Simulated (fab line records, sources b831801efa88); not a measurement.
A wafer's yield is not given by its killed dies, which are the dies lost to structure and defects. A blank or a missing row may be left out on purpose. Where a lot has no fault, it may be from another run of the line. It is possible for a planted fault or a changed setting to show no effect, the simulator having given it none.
fab line records ; flow sky130
[record] lots = 13; wafers = 39; lastDay = 50
route steps=708 shown LDD_HVP@285 POLY_CUT@315 SD_P@322
lots that met no fault: taken from a fault-free run of the same line
startH: start of the lot's first displayed wafer, in hours after the record's first day ; waitH: hours elapsed since this lot's preceding step ; " as in the row above ; L1.1+2: a row that stands for several wafers ; - no value, or no start was given ; * or withheld: withheld ; < > ~ a bound
route shown NAME@n: NAME is a module with steps in the file, n the number in the route of the first one ; usual: mean/standard deviation taken from wafers without a fault ; same: alike in all rows ; chamber/n: place in a boat ; sites: the reading at each site ; _std_site: the values' standard deviation ; _edge_site: mean of outer sites minus mean of inner sites ; radiusMm: for every site, how far away it sits from the centre of the wafer ; mask NAME#n: copy n ; behind: the last tool/chamber to shape the wafer ; hold: cause of the lot's hold/its duration in hours/its outcome ; device: which transistor (n, p or np) failed to switch ; end of line: at the end of the route, the tests of the same wafers ; a step given without rows: its recipe and nothing more ; killed: not the wafer's yield, but the dies lost to structure and defects at the first sort ; map: dies across one wafer; x = killed, . = not, _ = none there
set.NAME: the run value of the setting; set.NAME@STEP: its run value at that earlier step ; model.NAME: the simulator's own value behind a step, which no gauge read
route steps across a sampled set of lots; one table per step, one row per wafer
services: when a tool's chamber went out of use (startH, in hours from the record's first day, below 0 if earlier), for how many hours, and the reason
[[steps]]
[step SKY_LDD_HVP_OVL_MEAS_07]
[usual] LDD_HVP_OVL = -0.1/1.3
lot.wafer;tool;chamber;startH;waitH;LDD_HVP_OVL[nm]
L564.2;overlay-02;-;488.62;0.1;0.0
L564.3;overlay-02;-;488.62;0.1;2.3
L564.4;overlay-02;-;488.62;0.1;0.3
L565.1;overlay-02;-;508.77;0.2;1.0
L565.5;overlay-02;-;508.77;0.2;3.3
L565.6;overlay-02;-;508.77;0.2;-0.6
L567.1;overlay-02;-;528.98;0.1;0.5
L567.4;overlay-02;-;528.98;0.1;0.4
L567.5;overlay-02;-;528.98;0.1;-2.2
L568.1;overlay-01;-;535.52;0.1;-0.1
L568.4;overlay-01;-;535.52;0.1;-1.4
L568.6;overlay-01;-;535.52;0.1;0.2
L569.1;overlay-01;-;543.47;0.1;-0.2
L569.3;overlay-01;-;543.47;0.1;0.7
L569.5;overlay-01;-;543.47;0.1;1.4
L570.3;overlay-01;-;550.77;0.1;-1.4
L570.5;overlay-01;-;550.77;0.1;-1.3
L570.6;overlay-01;-;550.77;0.1;-0.9
L579.4;overlay-01;-;641.43;0.1;-2.6
L579.5;overlay-01;-;641.43;0.1;-0.7
L579.6;overlay-01;-;641.43;0.1;-0.4
L581.3;overlay-02;-;643.89;0.1;0.8
L581.4;overlay-02;-;643.89;0.1;-0.9
L581.6;overlay-02;-;643.89;0.1;-0.2
L583.1;overlay-02;-;662.43;0.1;0.1
L583.2;overlay-02;-;662.43;0.1;1.0
L583.6;overlay-02;-;662.43;0.1;0.4
L585.2;overlay-02;-;664.52;0.1;0.4
L585.4;overlay-02;-;664.52;0.1;-0.5
L585.5;overlay-02;-;664.52;0.1;0.9
L584.1;overlay-01;-;669.37;0.1;-2.4
L584.5;overlay-01;-;669.37;0.1;-2.0
L584.6;overlay-01;-;669.37;0.1;1.3
L586.3;overlay-01;-;673.73;0.1;-2.1
L586.4;overlay-01;-;673.73;0.1;-2.0
L586.6;overlay-01;-;673.73;0.1;0.3
L587.2;overlay-01;-;690.99;0.1;0.3
L587.4;overlay-01;-;690.99;0.1;-0.1
L587.5;overlay-01;-;690.99;0.1;0.9
[step SKY_POLY_CUT_CD_MEAS_08]
[recipe] targetCdNm = 270
[usual] cdNm = 270.1/1.5
lot.wafer;tool;chamber;startH;waitH;cdNm
L564.2;cdSem-02;-;552.04;-;269.0
L564.3;cdSem-02;-;552.04;-;268.3
L564.4;cdSem-02;-;552.04;-;268.9
L565.1;cdSem-02;-;573.66;-;269.9
L565.5;cdSem-02;-;573.66;-;270.5
L565.6;cdSem-02;-;573.66;-;271.3
L567.1;cdSem-02;-;593.26;-;269.6
L567.4;cdSem-02;-;593.26;-;270.3
L567.5;cdSem-02;-;593.26;-;269.6
L568.1;cdSem-02;-;598.87;-;270.5
L568.4;cdSem-02;-;598.87;-;271.7
L568.6;cdSem-02;-;598.87;-;271.5
L569.1;cdSem-01;-;606.83;-;273.0
L569.3;cdSem-01;-;606.83;-;272.5
L569.5;cdSem-01;-;606.83;-;273.5
L570.3;cdSem-02;-;614.91;-;271.1
L570.5;cdSem-02;-;614.91;-;269.5
L570.6;cdSem-02;-;614.91;-;270.0
L579.4;cdSem-01;-;700.09;-;268.4
L579.5;cdSem-01;-;700.09;-;269.0
L579.6;cdSem-01;-;700.09;-;268.9
L581.3;cdSem-02;-;704.42;-;270.4
L581.4;cdSem-02;-;704.42;-;269.7
L581.6;cdSem-02;-;704.42;-;269.8
L583.1;cdSem-02;-;723.13;-;270.5
L583.2;cdSem-02;-;723.13;-;269.7
L583.6;cdSem-02;-;723.13;-;269.1
L585.2;cdSem-02;-;723.64;-;271.2
L585.4;cdSem-02;-;723.64;-;270.7
L585.5;cdSem-02;-;723.64;-;270.3
L584.1;cdSem-02;-;727.83;-;269.6
L584.5;cdSem-02;-;727.83;-;267.6
L584.6;cdSem-02;-;727.83;-;269.6
L586.3;cdSem-02;-;731.20;-;268.8
L586.4;cdSem-02;-;731.20;-;269.2
L586.6;cdSem-02;-;731.20;-;269.5
L587.2;cdSem-02;-;748.24;-;272.2
L587.4;cdSem-02;-;748.24;-;271.3
L587.5;cdSem-02;-;748.24;-;272.2
[step SKY_SD_P_COAT_02]
[recipe] resist = NOVOLAK; spinRpm = 3000; resistThkNm = 1140
lot.wafer;tool;chamber;startH;waitH
L564.2+3+4;lithoTrack-01;0;567.45;0.1
L565.1+5+6;lithoTrack-01;0;589.38;0.1
L567.1+4+5;lithoTrack-02;0;607.61;0.1
L568.1+4+6;lithoTrack-02;0;613.46;0.1
L569.1+3+5;lithoTrack-02;0;620.91;0.1
L570.3+5+6;lithoTrack-02;0;629.21;0.1
L579.4+5+6;lithoTrack-01;0;713.90;0.1
L581.3+4+6;lithoTrack-03;0;717.78;0.1
L583.1+2+6;lithoTrack-03;0;737.33;0.1
L585.2+4+5;lithoTrack-02;0;737.43;0.1
L584.1+5+6;lithoTrack-01;0;741.13;0.1
L586.3+4+6;lithoTrack-03;0;744.83;0.1
L587.2+4+5;lithoTrack-02;0;761.28;0.1
[step SKY_SD_P_STRIP_10]
[recipe] chemistry = O2/N2; powerW = 1400; pressureMtorr = 1500; platenTempC = withheld; o2FlowSccm = 3000; n2FlowSccm = 300; overashFraction = 0.5
[usual] drypumpMotorCurrentA = 5.64/0.24; oesProductAu = 0.618/0.0049; stripTimeToEndpointS = 17.50/0.042
lot.wafer;tool;chamber;startH;waitH;drypumpMotorCurrentA;oesProductAu;rfHoursCounterH;stripTimeToEndpointS
L564.2;plasmaAsher-04;0;583.09;0.1;5.66;0.621;15;17.53
L564.3;plasmaAsher-04;1;583.09;0.1;5.96;0.617;-;17.48
L564.4;plasmaAsher-04;0;583.09;0.1;5.67;0.619;-;17.47
L565.1;plasmaAsher-02;0;605.03;0.1;5.77;0.622;88;17.51
L565.5;plasmaAsher-02;0;605.03;0.1;5.77;0.605;-;17.50
L565.6;plasmaAsher-02;1;605.03;0.1;5.20;0.615;-;17.50
L567.1;plasmaAsher-02;0;622.41;0.1;5.75;0.608;90;17.58
L567.4;plasmaAsher-02;1;622.41;0.1;5.25;0.622;-;17.58
L567.5;plasmaAsher-02;1;622.41;0.1;5.22;0.621;-;17.58
L568.1;plasmaAsher-01;1;628.69;0.1;5.47;0.618;53;17.53
L568.4;plasmaAsher-01;1;628.69;0.1;5.46;0.624;-;17.54
L568.6;plasmaAsher-01;0;628.69;0.1;5.53;0.621;-;17.56
L569.1;plasmaAsher-02;0;635.89;0.1;5.73;0.616;91;17.90
L569.3;plasmaAsher-02;0;635.89;0.1;5.75;0.617;-;17.91
L569.5;plasmaAsher-02;1;635.89;0.1;5.24;0.615;-;17.88
L570.3;plasmaAsher-01;1;643.80;0.1;5.44;0.618;-;17.89
L570.5;plasmaAsher-01;1;643.80;0.1;5.45;0.622;-;17.94
L570.6;plasmaAsher-01;0;643.80;0.1;5.56;0.617;-;17.94
L579.4;plasmaAsher-02;1;728.64;0.1;5.25;0.619;-;17.49
L579.5;plasmaAsher-02;1;728.64;0.1;5.23;0.613;-;17.49
L579.6;plasmaAsher-02;0;728.64;0.1;5.77;0.613;-;17.47
L581.3;plasmaAsher-04;0;731.82;0.1;5.65;0.621;-;17.47
L581.4;plasmaAsher-04;1;731.82;0.1;5.95;0.613;-;17.46
L581.6;plasmaAsher-04;0;731.82;0.1;5.65;0.619;-;17.44
L583.1;plasmaAsher-02;1;751.36;0.1;5.24;0.613;1;17.43
L583.2;plasmaAsher-02;0;751.36;0.1;5.77;0.621;1;17.43
L583.6;plasmaAsher-02;1;751.36;0.1;5.27;0.620;-;17.44
L585.2;plasmaAsher-02;0;751.60;0.1;5.77;0.619;1;17.54
L585.4;plasmaAsher-02;1;751.60;0.1;5.23;0.618;-;17.58
L585.5;plasmaAsher-02;0;751.60;0.1;5.78;0.623;-;17.54
L584.1;plasmaAsher-02;1;755.39;0.1;5.25;0.624;1;17.48
L584.5;plasmaAsher-02;1;755.39;0.1;5.25;0.610;-;17.51
L584.6;plasmaAsher-02;0;755.39;0.1;5.76;0.616;-;17.50
L586.3;plasmaAsher-04;0;758.90;0.1;5.65;0.616;-;17.54
L586.4;plasmaAsher-04;1;758.90;0.1;5.97;0.622;-;17.52
L586.6;plasmaAsher-04;0;758.90;0.1;5.66;0.620;-;17.54
L587.2;plasmaAsher-04;0;775.72;0.1;5.66;0.623;34;17.54
L587.4;plasmaAsher-04;1;775.72;0.1;5.92;0.624;-;17.47
L587.5;plasmaAsher-04;1;775.72;0.1;5.90;0.625;-;17.42
[step SKY_SD_N_RS_MEAS_17]
[recipe] thkMeasGauge = four-point-probe
[usual] SD_P_RS = 147.1/0.45
lot.wafer;tool;chamber;startH;waitH;SD_P_RS[ohm/sq]
L564.2;filmMetro-01;-;643.05;0.1;147.3
L564.3;filmMetro-01;-;643.05;0.1;147.6
L564.4;filmMetro-01;-;643.05;0.1;147.8
L565.1;filmMetro-03;-;663.25;0.1;146.8
L565.5;filmMetro-03;-;663.25;0.1;147.2
L565.6;filmMetro-03;-;663.25;0.1;146.9
L567.1;filmMetro-03;-;680.89;0.1;146.7
L567.4;filmMetro-03;-;680.89;0.1;146.7
L567.5;filmMetro-03;-;680.89;0.1;147.0
L568.1;filmMetro-01;-;685.59;0.1;147.7
L568.4;filmMetro-01;-;685.59;0.1;147.3
L568.6;filmMetro-01;-;685.59;0.1;147.3
L569.1;filmMetro-01;-;694.04;0.1;147.5
L569.3;filmMetro-01;-;694.04;0.1;147.4
L569.5;filmMetro-01;-;694.04;0.1;147.5
L570.3;filmMetro-01;-;700.68;0.1;147.4
L570.5;filmMetro-01;-;700.68;0.1;147.4
L570.6;filmMetro-01;-;700.68;0.1;146.7
L579.4;filmMetro-01;-;783.49;0.1;147.3
L579.5;filmMetro-01;-;783.49;0.1;147.9
L579.6;filmMetro-01;-;783.49;0.1;147.7
L581.3;filmMetro-03;-;787.13;0.1;147.0
L581.4;filmMetro-03;-;787.13;0.1;146.6
L581.6;filmMetro-03;-;787.13;0.1;147.1
L583.1;filmMetro-01;-;805.44;0.1;147.6
L583.2;filmMetro-01;-;805.44;0.1;148.0
L583.6;filmMetro-01;-;805.44;0.1;147.8
L585.2;filmMetro-03;-;805.95;0.1;146.5
L585.4;filmMetro-03;-;805.95;0.1;146.4
L585.5;filmMetro-03;-;805.95;0.1;146.4
L584.1;filmMetro-04;-;808.64;0.1;146.3
L584.5;filmMetro-04;-;808.64;0.1;146.4
L584.6;filmMetro-04;-;808.64;0.1;146.3
L586.3;filmMetro-03;-;812.03;0.1;146.9
L586.4;filmMetro-03;-;812.03;0.1;146.6
L586.6;filmMetro-03;-;812.03;0.1;147.4
L587.2;filmMetro-01;-;828.71;0.1;147.2
L587.4;filmMetro-01;-;828.71;0.1;147.1
L587.5;filmMetro-01;-;828.71;0.1;147.2
[[services]]
tool;chamber;startH;hours;kind
lithoTrack-02;-;576.37;-;consumableReplace:filter
plasmaAsher-04;-;655.73;2.9;repair
plasmaAsher-01;-;666.92;6.6;repair
plasmaAsher-04;-;672.43;0.8;repair
plasmaAsher-04;-;722.51;1.7;repair
plasmaAsher-02;-;732.05;2.8;pm
plasmaAsher-02;-;734.80;9.0;pm
plasmaAsher-02;0;734.80;9.0;ventCycle
plasmaAsher-02;1;734.80;9.0;ventCycle
plasmaAsher-02;0;743.80;-;clean
plasmaAsher-02;1;743.80;-;clean
plasmaAsher-02;-;756.85;15.6;pm
[[key]]
[firstSign] step = SKY_SD_P_STRIP_10; reading = stripTimeToEndpointS; direction = up; sigmas = 9.7; usual = *; struck = *
effect none on later readings
metAt SKY_SD_P_COAT_02
struckLots L569,L570
testerLeftOut L569,L570
notActingAt SKY_LDD_HVP_OVL_MEAS_07,SKY_POLY_CUT_CD_MEAS_08,SKY_SD_N_RS_MEAS_17
onsetBetween 613.46 620.91
[fault] kind = processParameterDrift; tool = lithoTrack-02; chamber = -; onsetH = 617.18; steps = SKY_SD_P_COAT_02; channel = resistThkNm; offset = 34.214; shape = step; endH = 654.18; actsIn = theseRecipesOnly; stated = 1140
// testerLeftOut: of these lots the tester's yield and bins aren't shown, on N5 and GAA mostly nor the transistor test; their killed dies are dies lost to structure and defects alone, not to doping, threshold or leakage, so they don't give the yield
